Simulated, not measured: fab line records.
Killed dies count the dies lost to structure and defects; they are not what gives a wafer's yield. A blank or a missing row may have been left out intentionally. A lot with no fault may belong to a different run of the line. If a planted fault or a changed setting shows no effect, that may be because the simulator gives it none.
Struck lot and sound lot, side by side ; flow sky130 ; 32 out of 708 route steps
Sound: the wafers L578.1, L578.2, L578.3. Wafers L583.2, L583.3, L583.5 were the ones struck. The cause is given at the end.
Per side, at each step with rows, come the tool, then ch with its chambers, and then its first start. Under that, the readings that differ: sound wafers ; struck wafers ; difference of the means ; sigmas: that difference in standard deviations of wafers without a fault.
alike: same words and numbers on both sides, and readings whose means sit less than 2 such deviations apart. not compared: any withheld reading, any reading some wafer has no value for, any bound like >300 that may hide the same value, and any number with overlapping values for which the record gives no deviation.
The two part at a step that has a row with sigmas, a row that says differs or no value, or rows on one side only. Numbers that have no deviation but don't overlap get no sigmas and don't part them. A reading that every wafer of one side lacks parts them only if that side has two wafers or more.

first, 5 steps without rows for these wafers: SKY_VIA1_STRIP_17 (strips in post etch residue remover, time 1200 s); SKY_VIA1_CLEAN_18 (cleans in IPA, time 180 s); SKY_VIA1_CLEAN_19 (cleans in O3/DIW); SKY_VIA1_SPUTTER_20 (material TiN, target thk 20 nm, time 80 s); SKY_VIA1_CVD_21 (deposits W, target thk 270 nm, time 80.902 s).
SKY_VIA1_RS_MEAS_22: a four-point-probe measurement.
  struck on film metro-02, day 37 04:32; sound on film metro-02, day 35 04:12
reading;sound;struck;difference;sigmas
VIA1_W_RS (ohm/sq);0.427 0.420 0.424;0.434 0.438 0.437;+0.013;+3
SKY_VIA1_THK_MEAS_23: measures by xrf.
  struck on film metro-02, day 37 04:38; sound on film metro-02, day 35 04:19
reading;sound;struck;difference;sigmas
VIA1_W_THK (nm);269 274 271;264 263 262;-8;-3
SKY_VIA1_CMP_24: polishes, stops on SiO2, t overpolish 15 s, target thk 0 nm.
  sound on cmp-02 ch 0,1,2, day 35 04:23; struck on cmp-01 ch 1,2, day 37 04:41
reading;sound;struck;difference;sigmas
time to endpoint s (s);69 73 71;59 57 59;-13;-4
  alike: motor current A, overpolish run s
then, 2 steps without rows for these wafers: SKY_METAL2_SPUTTER_00 (material Ti, target thk 15 nm, time 10 s); SKY_METAL2_SPUTTER_01 (material TiN, target thk 20 nm, time 16.7 s).
SKY_METAL2_SPUTTER_02: material AlCu, target thk 250 nm, time 13.3 s.
  struck on pvd sputter-04, day 37 05:02; sound on pvd sputter-04, day 35 04:44
  alike: throttle valve pct
SKY_METAL2_SPUTTER_03: material Ti, target thk 5 nm, time 3.3 s.
  struck on pvd sputter-04, day 37 05:04; sound on pvd sputter-04, day 35 04:46
  alike: throttle valve pct
SKY_METAL2_SPUTTER_04: material TiN, target thk 70 nm, time 58.3 s.
  struck on pvd sputter-04, day 37 05:05; sound on pvd sputter-04, day 35 04:46
reading;sound;struck;difference;sigmas
model.TiN_of_METAL2_SPUTTER_04.thk nm (nm);69.98 70.64 70.3;61.7 62.56 62.57;-8.0;
  alike: throttle valve pct
SKY_METAL2_RS_MEAS_05: a four-point-probe measurement.
  struck on film metro-02, day 37 05:09; sound on film metro-03, day 35 04:49
  alike: METAL2_ALCU_RS
SKY_METAL2_THK_MEAS_06: measures by xrf.
  struck on film metro-02, day 37 05:16; sound on film metro-03, day 35 04:56
  alike: METAL2_ALCU_THK
then, 8 steps without rows for these wafers: SKY_METAL2_DEHYDRATE_07 (time 60 s); SKY_METAL2_HMDS_08 (prime time 60 s); SKY_METAL2_COAT_09 (resist thk 60 nm); SKY_METAL2_COAT_10 (resist thk 450 nm); SKY_METAL2_SOFTBAKE_11 (time 94.31 s); SKY_METAL2_EXPOSE_12 (exposes mask MM2, target cd 140 nm); SKY_METAL2_PEB_13; SKY_METAL2_DEVELOP_14 (develop time 60 s).
SKY_METAL2_CD_MEAS_15 targets a cd of 140 nm.
  struck on cd sem-02, day 38 06:46; sound on cd sem-02, day 36 07:03
  alike: cd nm
SKY_METAL2_OVL_MEAS_16:
  struck on overlay-02, day 38 06:53; sound on overlay-02, day 36 07:10
  alike: METAL2_OVL
SKY_METAL2_DESCUM_17: chemistry O2, time 8 s.
  sound on rie metal-03 ch 0,1, day 36 07:13; struck on rie metal-01 ch 0,1, day 38 06:55
  alike: drypump motor current A, he backside leak sccm, oes product au
  not compared: rf hours counter h
then, 1 step without rows for these wafers: SKY_METAL2_ETCH_18 (etches BARC in N2/H2, stops on SiO2, time 45.9 s, target depth 60 nm).
SKY_METAL2_METAL_ETCH_19: etches the open film in Cl2/BCl3, stops on SiO2, target depth 360 nm, time 78 s.
  sound on rie metal-03 ch 0,1, day 36 07:19; struck on rie metal-01 ch 0,1, day 38 07:01
  alike: bias w, drypump motor current A, he backside leak sccm, oes product au, throttle valve pct
  not compared: rf hours counter h
then, 1 step without rows for these wafers: SKY_METAL2_STRIP_20 (strips in O2/N2).
SKY_METAL2_STRIP_21: strips in post etch residue remover, time 1200 s.
  sound on wet bench-03 ch 1, day 36 07:30; struck on wet bench-04 ch 3, day 38 07:12
reading;sound;struck;difference;sigmas
model.TiN_of_METAL2_SPUTTER_04.thk nm (nm);69.55 70.21 69.87;61.28 62.14 62.15;-8.02;
then, 1 step without rows for these wafers: SKY_METAL2_CLEAN_22 (cleans in IPA, time 180 s).
SKY_PAD_OPEN_PROBE_99:
  sound wafers here have rows in the record (prober-02, day 46 16:58); struck ones have none

## WHERE THEY PART
Earliest at SKY_VIA1_RS_MEAS_22; latest, in this record, at SKY_PAD_OPEN_PROBE_99.

WHY: what had been put in by the simulator
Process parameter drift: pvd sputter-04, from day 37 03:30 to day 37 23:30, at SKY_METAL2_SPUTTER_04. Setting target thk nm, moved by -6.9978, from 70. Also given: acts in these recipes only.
